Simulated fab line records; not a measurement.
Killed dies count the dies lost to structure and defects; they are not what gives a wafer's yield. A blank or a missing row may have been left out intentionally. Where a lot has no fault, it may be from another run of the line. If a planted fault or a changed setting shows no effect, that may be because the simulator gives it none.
Which tool is to blame? | flow sfq-line | 7 lots with 20 wafers sampled at 4 steps, on a route of 325 steps

WHAT EACH GAUGE READ, for each wafer
SFQ_I4_OVL_MEAS_928.
lot  | measured     | on         | I4_OVL (nm)
L680 | day 49 13:53 | overlay-02 | 5 6 7
L682 | day 51 13:53 | overlay-01 | 6 8 5
L685 | day 52 12:32 | overlay-01 | 12 9 10
L690 | day 58 07:43 | overlay-01 | 4 7
L697 | day 62 09:29 | overlay-01 | -2 1 2
L699 | day 62 23:53 | overlay-01 | 10 7 9
L701 | day 63 14:15 | overlay-02 | 2 7 5

WHICH TOOL RAN EACH LOT (tool, then ch and the chambers of the sampled wafers, then the start)
lot  | SFQ_TRILAYER_I3_CMP_CMP_082   | SFQ_TRILAYER_I4_CMP_CMP_100   | SFQ_TRILAYER_I4_METRO_MEASURE_101
L680 | cmp-02 ch 0,1, day 37 15:35   | cmp-01 ch 0,1,2, day 49 07:28 | film-metro-01, day 49 10:17
L682 | cmp-02 ch 0,1,2, day 39 18:35 | cmp-01 ch 0,1, day 51 05:19   | film-metro-04, day 51 08:26
L685 | cmp-02 ch 0,2, day 40 19:05   | cmp-01 ch 0,2, day 52 05:51   | film-metro-01, day 52 08:28
L690 | cmp-01 ch 0,1, day 42 03:34   | cmp-01 ch 2,3, day 53 21:25   | film-metro-01, day 53 23:20
L697 | cmp-01 ch 1,2,3, day 52 03:19 | cmp-01 ch 0,1,2, day 58 14:12 | film-metro-03, day 58 17:19
L699 | cmp-02 ch 0,3, day 52 07:45   | cmp-02 ch 2,3, day 58 23:53   | film-metro-04, day 59 02:55
L701 | cmp-02 ch 1,2, day 52 13:45   | cmp-01 ch 0,1, day 59 08:12   | film-metro-04, day 59 11:19
- SFQ_TRILAYER_I3_CMP_CMP_082: polishes SiO2.
- SFQ_TRILAYER_I4_CMP_CMP_100: polishes SiO2.
- SFQ_TRILAYER_I4_METRO_MEASURE_101

THE ANSWER, worked out from the rows above alone
Rule: what is usual is taken from the lots themselves. The widest of any qualifying gaps counts: lots, ordered by their means at a reading, are off when they make up no more than a third of the lots, leave a main group of 4 or more, and stand apart from it by 3 or more times the standard deviation of that group's means. If all means in a main group match to the digits the tables above print for the reading, that group is not used. A lot without any number at a reading at which 4 lots or more have one is off too. Any other lot the step has rows for is counted as sound.
Across all readings shown, no lot is off: no conclusion can be drawn from this.

WHAT THE SIMULATOR HAD INSERTED
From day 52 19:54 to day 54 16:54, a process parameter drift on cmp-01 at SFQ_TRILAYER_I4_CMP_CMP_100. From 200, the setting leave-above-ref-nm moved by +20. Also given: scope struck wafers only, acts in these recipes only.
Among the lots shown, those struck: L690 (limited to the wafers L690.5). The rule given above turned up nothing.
